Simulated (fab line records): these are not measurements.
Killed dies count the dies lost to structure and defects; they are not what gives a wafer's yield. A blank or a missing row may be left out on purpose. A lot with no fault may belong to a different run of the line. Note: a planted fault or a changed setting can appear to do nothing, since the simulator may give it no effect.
Matching of chambers | flow sky130 | SKY_CONTACT_ETCH_16 on rie_diel-04 has 4 sister chambers
The step etches BARC in N2/H2, stops on SiO2, time 45.9 s, target depth 60 nm. 4 wafers are shown with their chamber, then 10 later ones without.

## EACH WAFER AND ITS CHAMBER
wafer  | chamber | drypump_motor_current_A (A)
L079.1 | 1       | 5.6
L081.5 | 3       | 6.7
L084.1 | 0       | 5.6
L084.2 | 2       | 5.6

## WAFERS MISSING THEIR CHAMBER
wafer  | drypump_motor_current_A (A)
L084.6 | 5.6
L088.1 | 6.7
L088.3 | 5.6
L088.4 | 5.6
L091.1 | 5.5
L091.5 | 6.7
L091.6 | 5.6
L092.2 | 5.6
L092.4 | 5.6
L092.6 | 5.5

## CHAMBER TAKEN BY EACH
wafer  | from the rows above          | in truth
L084.6 | can't be placed: 0 or 1 or 2 | 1
L088.1 | 3                            | 3
L088.3 | can't be placed: 0 or 1 or 2 | 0
L088.4 | can't be placed: 0 or 1 or 2 | 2
L091.1 | can't be placed: 0 or 1 or 2 | 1
L091.5 | 3                            | 3
L091.6 | can't be placed: 0 or 1 or 2 | 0
L092.2 | can't be placed: 0 or 1 or 2 | 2
L092.4 | can't be placed: 0 or 1 or 2 | 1
L092.6 | can't be placed: 0 or 1 or 2 | 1
Correct placement for 2 of the 10. From these rows, 8 cannot be placed; in 8 the true chamber is one of the candidates. Wrongly placed: 0.
How it was worked out, from the rows above alone: a wafer's distance from a chamber is the root of the sum, over the readings, of the square of ((its reading less the chamber's mean) divided by the reading's scatter). The wafer belongs to the nearest chamber; if the next one is less than 2 further off, it can't be placed. The mean given for a chamber averages the wafers shown for that chamber. The scatter: root of mean squared gap, hidden wafer to nearest shown wafer, with one shown wafer a chamber.
